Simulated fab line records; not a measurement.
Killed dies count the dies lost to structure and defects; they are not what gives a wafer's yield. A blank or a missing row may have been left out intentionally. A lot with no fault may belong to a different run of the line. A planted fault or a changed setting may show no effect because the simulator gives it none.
A struck lot beside a sound one || flow gf180mcu || 15 out of 602 route steps
Sound: the wafers L635.1, L635.5, L635.6. Struck: wafer L623.2; the same lot's L623.4 was not struck, so it is left out; see the end for the cause.
At each step with rows: each side's tool, then ch and its chambers, then its first start. Under that, the readings that differ: sound wafers || struck wafers || difference of the means || sigmas: that difference in standard deviations of wafers without a fault.
alike: readings with means less than 2 such deviations apart, plus words and numbers identical on both sides. not compared: withheld readings, readings lacking a value on some wafer, bounds such as >300 that could conceal the same value, and numbers that have no deviation in the record and whose values overlap.
The two part at a step that has a row with sigmas, a row that says differs or no value, or rows on one side only. Numbers that have no deviation but don't overlap get no sigmas and don't part them. A reading that every wafer of one side lacks parts them only if that side has two wafers or more.

first, 9 steps without rows for these wafers: GF_MIM_STRIP_21 (strips in post etch residue remover, time 1200 s); GF_MIM_CLEAN_22 (cleans in DIW); GF_M5_DEHYDRATE_00 (time 60 s); GF_M5_HMDS_01 (prime time 60 s); GF_M5_COAT_02 (resist thk 1000 nm); GF_M5_SOFTBAKE_03 (time 60 s); GF_M5_EXPOSE_04 (exposes mask Metal5, target cd 280 nm); GF_M5_PEB_05 (peb time 90 s); GF_M5_DEVELOP_06 (develop time 60 s).
GF_M5_CD_MEAS_07 targets a cd of 280 nm.
  struck on cd_sem-01, day 28 17:27; sound on cd_sem-01, day 32 00:50
  alike: cd_nm
GF_M5_OVL_MEAS_08:
  struck on overlay-02, day 28 17:34; sound on overlay-02, day 32 00:57
  alike: M5_OVL
GF_M5_ETCH_09: etches Si3N4 in CF4/O2, target depth 52 nm, time 11.6 s.
  sound on rie_diel-03 ch 1,2,3, day 32 00:59; struck on rie_diel-03 ch 0, day 28 17:35
{"reading": "throttle_valve_pct (%)", "sound": "5.969 5.979 5.956", "struck": 5.991, "difference": "+0.023", "sigmas": "+2"}
  alike: drypump_motor_current_A, oes_product_au
  not compared: rf_hours_counter_h
GF_M5_METAL_ETCH_10: etches the open film in Cl2/BCl3, stops on SiO2, target depth 750.8 nm, time 125.1 s.
  sound on rie_metal-03 ch 0,1, day 32 01:01; struck on rie_metal-04 ch 1, day 28 17:37
{"reading": "oes_product_au (a.u.)", "sound": "0.989 0.986 0.994", "struck": 0.732, "difference": -0.258, "sigmas": -35}
{"reading": "throttle_valve_pct (%)", "sound": "28.242 28.237 28.223", "struck": 28.513, "difference": "+0.279", "sigmas": "+25"}
{"reading": "model.KrF_of_M5_COAT_02.thk_nm (nm)", "sound": "644.8 647.8 644.3", "struck": 783.9, "difference": "+138.3", "sigmas": ""}
  alike: drypump_motor_current_A
  not compared: rf_hours_counter_h
GF_M5_STRIP_11: strips in O2/N2.
  sound on plasma_asher-03 ch 0,1, day 32 01:08; struck on plasma_asher-03 ch 0, day 28 17:44
{"reading": "oes_product_au (a.u.)", "sound": "0.519 0.523 0.522", "struck": 0.581, "difference": "+0.060", "sigmas": "+12"}
{"reading": "strip_time_to_endpoint_s (s)", "sound": "6.99 7.02 6.99", "struck": 8.36, "difference": "+1.36", "sigmas": "+19"}
  alike: drypump_motor_current_A, heater_power_w, platen_temp_c
  not compared: rf_hours_counter_h
then, 1 step without rows for these wafers: GF_M5_STRIP_12 (strips in post etch residue remover, time 1200 s).

== WHERE THEY PART ==
Earliest at GF_M5_ETCH_09; latest, in this record, at GF_M5_STRIP_11.

WHY: what had been put in by the simulator
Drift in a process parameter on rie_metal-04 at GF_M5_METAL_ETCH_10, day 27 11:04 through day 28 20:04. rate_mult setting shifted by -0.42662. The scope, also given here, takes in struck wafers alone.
